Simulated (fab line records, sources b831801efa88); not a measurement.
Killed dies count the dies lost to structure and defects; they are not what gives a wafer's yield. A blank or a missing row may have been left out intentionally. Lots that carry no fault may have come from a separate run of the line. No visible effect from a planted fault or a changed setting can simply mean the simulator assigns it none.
Which tool was responsible? / flow gf180mcu / Sampling: 11 lots, 33 wafers, 3 of 602 route steps

WHAT THE GAUGES SHOWED, per wafer
GF_V5_RS_MEAS_24: the measuring method here is four-point-probe. Usual: for V5_W_RS the level is 0.327 ohm/sq and the standard deviation is 0.0036.
lot=L830; measured=day 27 13:01; on=film_metro-03; V5_W_RS (ohm/sq)=0.327 0.329 0.330; flag=
lot=L833; measured=day 28 12:34; on=film_metro-03; V5_W_RS (ohm/sq)=0.333 0.331 0.331; flag=
lot=L834; measured=day 29 00:17; on=film_metro-01; V5_W_RS (ohm/sq)=0.327 0.320 0.328; flag=
lot=L836; measured=day 29 12:20; on=film_metro-02; V5_W_RS (ohm/sq)=0.329 0.328 0.328; flag=
lot=L837; measured=day 29 23:46; on=film_metro-01; V5_W_RS (ohm/sq)=0.325 0.324 0.327; flag=
lot=L843; measured=day 31 23:11; on=film_metro-01; V5_W_RS (ohm/sq)=0.324 0.323 0.327; flag=
lot=L842; measured=day 32 03:41; on=film_metro-02; V5_W_RS (ohm/sq)=0.327 0.327 0.328 0.327 0.327 0.327; flag=
lot=L845; measured=day 32 07:50; on=film_metro-02; V5_W_RS (ohm/sq)=0.331 0.328 0.328 0.332 0.327 0.327; flag=
lot=L844; measured=day 32 09:59; on=film_metro-02; V5_W_RS (ohm/sq)=0.326 0.329 0.324; flag=
lot=L847; measured=day 32 21:43; on=film_metro-02; V5_W_RS (ohm/sq)=0.333 0.330 0.335; flag=
lot=L851; measured=day 33 14:31; on=film_metro-03; V5_W_RS (ohm/sq)=0.323 0.318 0.324; flag=

WHICH TOOL RAN EACH LOT (tool, then ch and the chambers of the sampled wafers, then the start)
lot=L830; GF_MIM_METAL_ETCH_19=rie_metal-01 ch 0, day 25 16:55; GF_V5_SPUTTER_21=pvd_sputter-04, day 27 12:47
lot=L833; GF_MIM_METAL_ETCH_19=rie_metal-01 ch 1, day 26 18:22; GF_V5_SPUTTER_21=pvd_sputter-02, day 28 12:18
lot=L834; GF_MIM_METAL_ETCH_19=rie_metal-04 ch 0, day 27 05:58; GF_V5_SPUTTER_21=pvd_sputter-02, day 29 00:04
lot=L836; GF_MIM_METAL_ETCH_19=rie_metal-04 ch 0,1, day 27 19:28; GF_V5_SPUTTER_21=pvd_sputter-04, day 29 12:07
lot=L837; GF_MIM_METAL_ETCH_19=rie_metal-04 ch 0,1, day 28 07:10; GF_V5_SPUTTER_21=pvd_sputter-02, day 29 23:34
lot=L843; GF_MIM_METAL_ETCH_19=rie_metal-02 ch 1, day 30 08:22; GF_V5_SPUTTER_21=pvd_sputter-02, day 31 22:58
lot=L842; GF_MIM_METAL_ETCH_19=rie_metal-01 ch 0,1, day 30 14:05; GF_V5_SPUTTER_21=pvd_sputter-04, day 32 03:26
lot=L845; GF_MIM_METAL_ETCH_19=rie_metal-04 ch 0,1, day 30 18:25; GF_V5_SPUTTER_21=pvd_sputter-04, day 32 07:36
lot=L844; GF_MIM_METAL_ETCH_19=rie_metal-02 ch 0,1, day 30 20:43; GF_V5_SPUTTER_21=pvd_sputter-03, day 32 09:46
lot=L847; GF_MIM_METAL_ETCH_19=rie_metal-01 ch 0,1, day 31 08:31; GF_V5_SPUTTER_21=pvd_sputter-03, day 32 21:31
lot=L851; GF_MIM_METAL_ETCH_19=rie_metal-01 ch 0,1, day 32 02:35; GF_V5_SPUTTER_21=pvd_sputter-02, day 33 14:16
- GF_MIM_METAL_ETCH_19: etches the open film in Cl2/BCl3, stops on Si3N4, target depth 324.5 nm, time 54.1 s.
- GF_V5_SPUTTER_21: material Ti, target thk 15 nm, time 80.02 s.

WHAT THE TOOLS THEMSELVES READ (means of the sampled wafers that have a number; where no wafer has one, the mark that the record gives instead)
GF_MIM_METAL_ETCH_19. Usual: drypump_motor_current_A 5.9 A, standard deviation 0.34; he_backside_leak_sccm 3.35 sccm, standard deviation 0.27; oes_product_au 0.947 a.u., standard deviation 0.0062; throttle_valve_pct 28.277 %, standard deviation 0.01.
lot=L830; tool=rie_metal-01; drypump_motor_current_A (A)=6.3; he_backside_leak_sccm (sccm)=3.26; oes_product_au (a.u.)=0.950; throttle_valve_pct (%)=28.269; flag=
lot=L833; tool=rie_metal-01; drypump_motor_current_A (A)=6.0; he_backside_leak_sccm (sccm)=3.42; oes_product_au (a.u.)=0.941; throttle_valve_pct (%)=28.276; flag=
lot=L834; tool=rie_metal-04; drypump_motor_current_A (A)=6.2; he_backside_leak_sccm (sccm)=3.13; oes_product_au (a.u.)=0.947; throttle_valve_pct (%)=28.279; flag=
lot=L836; tool=rie_metal-04; drypump_motor_current_A (A)=5.9; he_backside_leak_sccm (sccm)=3.30; oes_product_au (a.u.)=0.945; throttle_valve_pct (%)=28.277; flag=
lot=L837; tool=rie_metal-04; drypump_motor_current_A (A)=5.7; he_backside_leak_sccm (sccm)=3.65; oes_product_au (a.u.)=0.940; throttle_valve_pct (%)=28.281; flag=
lot=L843; tool=rie_metal-02; drypump_motor_current_A (A)=6.1; he_backside_leak_sccm (sccm)=3.22; oes_product_au (a.u.)=0.949; throttle_valve_pct (%)=28.284; flag=
lot=L842; tool=rie_metal-01; drypump_motor_current_A (A)=6.2; he_backside_leak_sccm (sccm)=3.14; oes_product_au (a.u.)=0.948; throttle_valve_pct (%)=28.271; flag=
lot=L845; tool=rie_metal-04; drypump_motor_current_A (A)=5.9; he_backside_leak_sccm (sccm)=3.28; oes_product_au (a.u.)=0.955; throttle_valve_pct (%)=28.269; flag=
lot=L844; tool=rie_metal-02; drypump_motor_current_A (A)=5.4; he_backside_leak_sccm (sccm)=3.27; oes_product_au (a.u.)=0.944; throttle_valve_pct (%)=28.288; flag=
lot=L847; tool=rie_metal-01; drypump_motor_current_A (A)=6.1; he_backside_leak_sccm (sccm)=3.33; oes_product_au (a.u.)=0.949; throttle_valve_pct (%)=28.273; flag=
lot=L851; tool=rie_metal-01; drypump_motor_current_A (A)=6.2; he_backside_leak_sccm (sccm)=3.17; oes_product_au (a.u.)=0.941; throttle_valve_pct (%)=28.279; flag=

GF_V5_SPUTTER_21. Usual: cathode_dc_power_W 2499.9 W, standard deviation 0.45; chamber_pressure_pa 5.000 Pa, standard deviation 0.011; throttle_valve_pct 29.7 %, standard deviation 0.85.
lot=L830; tool=pvd_sputter-04; cathode_dc_power_W (W)=2499.8; chamber_pressure_pa (Pa)=5.000; throttle_valve_pct (%)=29.9; flag=
lot=L833; tool=pvd_sputter-02; cathode_dc_power_W (W)=2499.8; chamber_pressure_pa (Pa)=5.010; throttle_valve_pct (%)=29.6; flag=
lot=L834; tool=pvd_sputter-02; cathode_dc_power_W (W)=2500.2; chamber_pressure_pa (Pa)=4.990; throttle_valve_pct (%)=30.7; flag=
lot=L836; tool=pvd_sputter-04; cathode_dc_power_W (W)=2500.2; chamber_pressure_pa (Pa)=4.996; throttle_valve_pct (%)=29.9; flag=
lot=L837; tool=pvd_sputter-02; cathode_dc_power_W (W)=2499.6; chamber_pressure_pa (Pa)=4.994; throttle_valve_pct (%)=30.0; flag=
lot=L843; tool=pvd_sputter-02; cathode_dc_power_W (W)=-; chamber_pressure_pa (Pa)=-; throttle_valve_pct (%)=-; flag=OFF
lot=L842; tool=pvd_sputter-04; cathode_dc_power_W (W)=-; chamber_pressure_pa (Pa)=-; throttle_valve_pct (%)=-; flag=OFF
lot=L845; tool=pvd_sputter-04; cathode_dc_power_W (W)=-; chamber_pressure_pa (Pa)=-; throttle_valve_pct (%)=-; flag=OFF
lot=L844; tool=pvd_sputter-03; cathode_dc_power_W (W)=2499.7; chamber_pressure_pa (Pa)=5.006; throttle_valve_pct (%)=28.8; flag=
lot=L847; tool=pvd_sputter-03; cathode_dc_power_W (W)=2499.7; chamber_pressure_pa (Pa)=5.000; throttle_valve_pct (%)=29.3; flag=
lot=L851; tool=pvd_sputter-02; cathode_dc_power_W (W)=2499.9; chamber_pressure_pa (Pa)=4.988; throttle_valve_pct (%)=29.0; flag=

THE ANSWER, worked out from the rows above alone
Rule: a lot counts as off when the mean over its wafers that have a number is more than 3 standard deviations away from the usual mean. A lot without any number at a reading at which 4 lots or more have one is off too. Any other lot the step has rows for is counted as sound. The gauges are gone through in route order, then the tools' own readings, and for those a lot's mean is taken as printed above. The first step at which some lot is off is used, and at that step the reading that is off furthest; a lot without a number counts as furthest.
Off: L843, L842, L845 (GF_V5_SPUTTER_21, cathode_dc_power_W). Without a number there: L843, L842, L845.
A tool fits if, at that step or a process step before it, it ran every lot that is off, and no sound lot after the first of them. No candidate that was tried fits.

WHAT THE SIMULATOR HAD PUT IN
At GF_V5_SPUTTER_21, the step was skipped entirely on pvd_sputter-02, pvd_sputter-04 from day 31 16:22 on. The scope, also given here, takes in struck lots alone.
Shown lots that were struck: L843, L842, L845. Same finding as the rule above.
